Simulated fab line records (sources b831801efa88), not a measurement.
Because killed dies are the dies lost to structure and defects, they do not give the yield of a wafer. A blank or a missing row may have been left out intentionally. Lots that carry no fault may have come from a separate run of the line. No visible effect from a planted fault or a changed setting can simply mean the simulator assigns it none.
Which tool did it? | flow gf180mcu | 24 lots with 72 wafers sampled at 6 steps, on a route of 602 steps

WHAT EACH GAUGE READ, for each wafer
GF_VT_IMPLANT_RS_MEAS_48: uses a four-point probe to measure. Usual: LVPWELL_RS 1197 ohm/sq, standard deviation 3.6.
lot  | measured     | on           | LVPWELL_RS (ohm/sq) | flag
L074 | day 7 12:48  | filmMetro-04 | 1196 1196 1194      | 
L075 | day 7 17:40  | filmMetro-02 | 1196 1201 1201      | 
L076 | day 7 21:34  | filmMetro-04 | 1194 1194 1195      | 
L077 | day 8 11:22  | filmMetro-03 | 1202 1203 1201      | 
L078 | day 8 16:41  | filmMetro-02 | 1196 1195 1196      | 
L079 | day 8 22:29  | filmMetro-03 | 1204 1204 1204      | 
L080 | day 9 02:52  | filmMetro-04 | 1187 1192 1194      | 
L081 | day 9 05:20  | filmMetro-04 | 1197 1194 1197      | 
L082 | day 9 21:08  | filmMetro-03 | 1197 1199 1202      | 
L083 | day 9 21:56  | filmMetro-04 | 1196 1194 1193      | 
L084 | day 10 05:16 | filmMetro-03 | 1198 1204 1195      | 
L085 | day 10 11:55 | filmMetro-03 | 1200 1197 1197      | 
L086 | day 10 22:20 | filmMetro-04 | 1200 1199 1200      | 
L087 | day 11 09:58 | filmMetro-03 | 1190 1196 1198      | 
L088 | day 11 22:47 | filmMetro-03 | 1199 1196 1193      | 
L089 | day 12 02:55 | filmMetro-04 | 1197 1196 1196      | 
L090 | day 12 06:25 | filmMetro-02 | 1199 1196 1195      | 
L091 | day 12 11:50 | filmMetro-02 | 1196 1197 1197      | 
L092 | day 12 21:41 | filmMetro-04 | 1196 1198 1196      | 
L093 | day 13 00:04 | filmMetro-02 | 1194 1192 1196      | 
L094 | day 13 08:44 | filmMetro-04 | 1192 1190 1190      | 
L095 | day 13 13:44 | filmMetro-02 | 1195 1195 1197      | 
L096 | day 13 16:14 | filmMetro-02 | 1200 1198 1202      | 
L097 | day 14 00:59 | filmMetro-02 | 1198 1202 1197      | 

GF_SAB_THK_MEAS_01. Usual: SAB_CVD_00_THK 50.3 nm, standard deviation 0.71.
lot  | measured     | on           | SAB_CVD_00_THK (nm) | flag
L074 | day 14 00:27 | filmMetro-01 | 50.3 51.5 50.9      | 
L075 | day 14 09:32 | filmMetro-02 | 50.1 50.0 51.0      | 
L076 | day 14 15:53 | filmMetro-02 | 50.2 51.4 50.7      | 
L077 | day 15 09:35 | filmMetro-03 | 49.9 50.6 50.7      | 
L078 | day 15 16:59 | filmMetro-01 | 50.1 51.1 51.4      | 
L079 | day 16 02:24 | filmMetro-02 | 49.7 50.3 50.0      | 
L080 | day 16 06:52 | filmMetro-03 | 48.5 50.5 50.0      | 
L081 | day 16 09:42 | filmMetro-01 | 49.3 49.6 50.4      | 
L082 | day 17 06:48 | filmMetro-01 | 49.7 50.2 49.7      | 
L083 | day 17 07:43 | filmMetro-02 | 49.2 49.8 49.9      | 
L084 | day 17 16:32 | filmMetro-02 | 50.1 49.7 51.7      | 
L085 | day 18 00:04 | filmMetro-01 | 49.7 50.8 50.4      | 
L086 | day 18 11:49 | filmMetro-03 | 50.6 50.2 51.0      | 
L087 | day 19 00:19 | filmMetro-01 | 50.5 51.7 51.4      | 
L088 | day 19 18:58 | filmMetro-03 | 50.4 50.4 50.4      | 
L089 | day 19 23:01 | filmMetro-02 | 49.6 50.4 50.2      | 
L090 | day 20 03:43 | filmMetro-02 | 49.4 49.3 50.4      | 
L091 | day 20 13:04 | filmMetro-03 | 50.6 49.9 50.7      | 
L092 | day 20 23:43 | filmMetro-02 | 49.8 50.7 50.5      | 
L093 | day 21 02:00 | filmMetro-02 | 49.1 49.9 51.0      | 
L094 | day 21 10:08 | filmMetro-02 | 50.5 50.1 51.1      | 
L095 | day 21 16:52 | filmMetro-01 | 49.7 49.3 50.0      | 
L096 | day 21 22:08 | filmMetro-01 | 50.0 48.8 50.1      | 
L097 | day 22 07:35 | filmMetro-03 | 50.6 50.2 51.4      | 

GF_V1_RS_MEAS_24: uses a four-point probe to measure. Usual: V1_W_RS 0.324 ohm/sq, standard deviation 0.0049.
lot  | measured     | on           | V1_W_RS (ohm/sq)  | flag
L074 | day 17 23:11 | filmMetro-01 | 0.327 0.322 0.324 | 
L075 | day 18 06:56 | filmMetro-03 | 0.331 0.327 0.333 | 
L076 | day 18 14:49 | filmMetro-03 | 0.317 0.324 0.314 | 
L077 | day 19 11:56 | filmMetro-01 | 0.317 0.327 0.314 | 
L078 | day 19 19:32 | filmMetro-03 | 0.327 0.318 0.317 | 
L079 | day 20 06:16 | filmMetro-01 | 0.328 0.330 0.327 | 
L080 | day 20 12:07 | filmMetro-02 | 0.315 0.323 0.315 | 
L081 | day 20 14:31 | filmMetro-01 | 0.328 0.319 0.326 | 
L082 | day 21 11:11 | filmMetro-01 | 0.333 0.323 0.329 | 
L083 | day 21 13:13 | filmMetro-01 | 0.323 0.329 0.329 | 
L084 | day 21 20:40 | filmMetro-02 | 0.327 0.331 0.330 | 
L085 | day 22 06:30 | filmMetro-01 | 0.320 0.329 0.320 | 
L086 | day 22 16:44 | filmMetro-02 | 0.322 0.332 0.326 | 
L087 | day 23 04:23 | filmMetro-03 | 0.319 0.332 0.320 | 
L088 | day 23 22:35 | filmMetro-02 | 0.322 0.322 0.325 | 
L089 | day 24 01:32 | filmMetro-01 | 0.320 0.319 0.326 | 
L090 | day 24 06:39 | filmMetro-02 | 0.317 0.317 0.329 | 
L091 | day 24 14:45 | filmMetro-01 | 0.321 0.321 0.331 | 
L092 | day 25 01:16 | filmMetro-01 | 0.319 0.318 0.316 | 
L093 | day 25 02:36 | filmMetro-01 | 0.316 0.322 0.322 | 
L094 | day 25 11:23 | filmMetro-01 | 0.327 0.323 0.326 | 
L095 | day 25 17:42 | filmMetro-03 | 0.330 0.332 0.325 | 
L096 | day 25 21:19 | filmMetro-01 | 0.325 0.317 0.319 | 
L097 | day 26 06:07 | filmMetro-03 | 0.325 0.324 0.325 | 

GF_V3_RS_MEAS_24: uses a four-point probe to measure. Usual: V3_W_RS 0.324 ohm/sq, standard deviation 0.0065.
lot  | measured     | on           | V3_W_RS (ohm/sq)  | flag
L074 | day 22 04:31 | filmMetro-02 | 0.316 0.311 0.311 | 
L075 | day 22 13:38 | filmMetro-01 | 0.318 0.330 0.316 | 
L076 | day 22 21:39 | filmMetro-03 | 0.331 0.325 0.332 | 
L077 | day 23 17:02 | filmMetro-03 | 0.330 0.314 0.329 | 
L078 | day 23 23:50 | filmMetro-02 | 0.317 0.321 0.314 | 
L079 | day 24 09:26 | filmMetro-01 | 0.321 0.312 0.324 | 
L080 | day 24 15:39 | filmMetro-01 | 0.331 0.324 0.329 | 
L081 | day 24 16:40 | filmMetro-01 | 0.315 0.316 0.325 | 
L082 | day 25 11:28 | filmMetro-03 | 0.323 0.322 0.312 | 
L083 | day 25 12:42 | filmMetro-01 | 0.329 0.326 0.334 | 
L084 | day 25 19:52 | filmMetro-01 | 0.311 0.316 0.324 | 
L085 | day 26 06:00 | filmMetro-01 | 0.317 0.328 0.321 | 
L086 | day 26 16:04 | filmMetro-03 | 0.329 0.326 0.330 | 
L087 | day 27 02:09 | filmMetro-02 | 0.329 0.331 0.328 | 
L088 | day 27 18:04 | filmMetro-02 | 0.330 0.316 0.315 | 
L089 | day 27 19:19 | filmMetro-02 | 0.328 0.322 0.332 | 
L090 | day 28 00:29 | filmMetro-03 | 0.327 0.317 0.328 | 
L091 | day 28 06:44 | filmMetro-01 | 0.328 0.325 0.326 | 
L092 | day 28 18:32 | filmMetro-01 | 0.329 0.323 0.324 | 
L093 | day 28 18:37 | filmMetro-03 | 0.314 0.323 0.318 | 
L094 | day 29 01:34 | filmMetro-02 | 0.330 0.333 0.333 | 
L095 | day 29 06:41 | filmMetro-02 | 0.332 0.330 0.330 | 
L096 | day 29 10:35 | filmMetro-01 | 0.329 0.336 0.328 | 
L097 | day 29 18:22 | filmMetro-03 | 0.331 0.325 0.327 | 

GF_M4_OVL_MEAS_15. Usual: M4_OVL 1 nm, standard deviation 6.6.
lot  | measured     | on         | M4_OVL (nm) | flag
L074 | day 23 04:32 | overlay-02 | 3 -5 2      | 
L075 | day 23 12:38 | overlay-01 | 3 4 3       | 
L076 | day 23 20:57 | overlay-02 | 8 6 11      | 
L077 | day 24 15:53 | overlay-01 | 6 -7 -7     | 
L078 | day 24 22:40 | overlay-01 | 7 8 10      | 
L079 | day 25 07:37 | overlay-02 | -7 -15 -1   | 
L080 | day 25 14:15 | overlay-02 | -14 5 2     | 
L081 | day 25 15:07 | overlay-02 | 11 0 2      | 
L082 | day 26 08:51 | overlay-02 | -1 5 -10    | 
L083 | day 26 09:54 | overlay-01 | -15 -8 -11  | 
L084 | day 26 17:09 | overlay-01 | -5 2 0      | 
L085 | day 27 03:05 | overlay-01 | 4 5 5       | 
L086 | day 27 12:18 | overlay-01 | 3 8 0       | 
L087 | day 27 22:37 | overlay-02 | 13 -4 6     | 
L088 | day 28 14:39 | overlay-01 | 2 0 6       | 
L089 | day 28 15:36 | overlay-01 | 5 -1 17     | 
L090 | day 28 20:59 | overlay-02 | -3 -6 -1    | 
L091 | day 29 02:15 | overlay-02 | 10 -5 -4    | 
L092 | day 29 14:07 | overlay-01 | -3 -1 -9    | 
L093 | day 29 14:14 | overlay-02 | -1 6 3      | 
L094 | day 29 20:51 | overlay-02 | 4 12 5      | 
L095 | day 30 02:27 | overlay-02 | -1 1 1      | 
L096 | day 30 05:56 | overlay-02 | 11 -6 -3    | 
L097 | day 30 13:30 | overlay-01 | 17 11 8     | 

TOOL THAT RAN EACH LOT (tool first, then ch and the chambers of the sampled wafers, then the start)
lot  | GF_V2_SPUTTER_22
L074 | pvdSputter-04, day 20 01:59
L075 | pvdSputter-02, day 20 10:04
L076 | pvdSputter-04, day 20 18:54
L077 | pvdSputter-04, day 21 15:08
L078 | pvdSputter-01, day 21 22:39
L079 | pvdSputter-04, day 22 08:39
L080 | pvdSputter-01, day 22 14:30
L081 | pvdSputter-02, day 22 15:44
L082 | pvdSputter-02, day 23 12:26
L083 | pvdSputter-04, day 23 13:10
L084 | pvdSputter-02, day 23 21:42
L085 | pvdSputter-04, day 24 07:08
L086 | pvdSputter-04, day 24 17:09
L087 | pvdSputter-01, day 25 04:01
L088 | pvdSputter-04, day 25 21:42
L089 | pvdSputter-02, day 25 23:37
L090 | pvdSputter-04, day 26 04:44
L091 | pvdSputter-01, day 26 11:39
L092 | pvdSputter-01, day 26 23:02
L093 | pvdSputter-01, day 27 00:07
L094 | pvdSputter-02, day 27 07:02
L095 | pvdSputter-04, day 27 13:10
L096 | pvdSputter-02, day 27 16:49
L097 | pvdSputter-02, day 28 01:31
- GF_V2_SPUTTER_22: material TiN, target thk 10 nm, time 40 s.

WHAT THE TOOLS THEMSELVES READ (means of the sampled wafers that have a number; where no wafer has one, the mark that the record gives instead)
GF_V2_SPUTTER_22. Usual: 30.1 % for throttleValvePct, sd 0.84.
lot  | tool          | throttleValvePct (%) | flag
L074 | pvdSputter-04 | 29.2                 | 
L075 | pvdSputter-02 | 30.4                 | 
L076 | pvdSputter-04 | 30.1                 | 
L077 | pvdSputter-04 | 29.7                 | 
L078 | pvdSputter-01 | 31.0                 | 
L079 | pvdSputter-04 | 29.2                 | 
L080 | pvdSputter-01 | 30.8                 | 
L081 | pvdSputter-02 | 30.3                 | 
L082 | pvdSputter-02 | 30.3                 | 
L083 | pvdSputter-04 | 29.7                 | 
L084 | pvdSputter-02 | 30.1                 | 
L085 | pvdSputter-04 | 29.9                 | 
L086 | pvdSputter-04 | 29.9                 | 
L087 | pvdSputter-01 | 30.7                 | 
L088 | pvdSputter-04 | 30.1                 | 
L089 | pvdSputter-02 | 30.1                 | 
L090 | pvdSputter-04 | 29.2                 | 
L091 | pvdSputter-01 | 30.2                 | 
L092 | pvdSputter-01 | 30.8                 | 
L093 | pvdSputter-01 | 31.0                 | 
L094 | pvdSputter-02 | 30.1                 | 
L095 | pvdSputter-04 | 29.3                 | 
L096 | pvdSputter-02 | 30.7                 | 
L097 | pvdSputter-02 | 30.3                 | 

THE ANSWER, worked out from the rows above alone
Rule: a lot is off if the mean of its wafers that have a number lies more than 3 standard deviations from the usual mean. Also off: a lot with no number at a reading for which 4 or more lots have one. Where the step has rows for the other lots, those lots are counted as sound. First the gauges in route order, then the tools' own readings, where a lot's mean is used as printed above. At the first step where some lot is off, the reading lying furthest off is the one used; lots without a number count as furthest.
No lot is off on any of the readings shown, so nothing can be concluded from this.

WHAT THE SIMULATOR PUT IN
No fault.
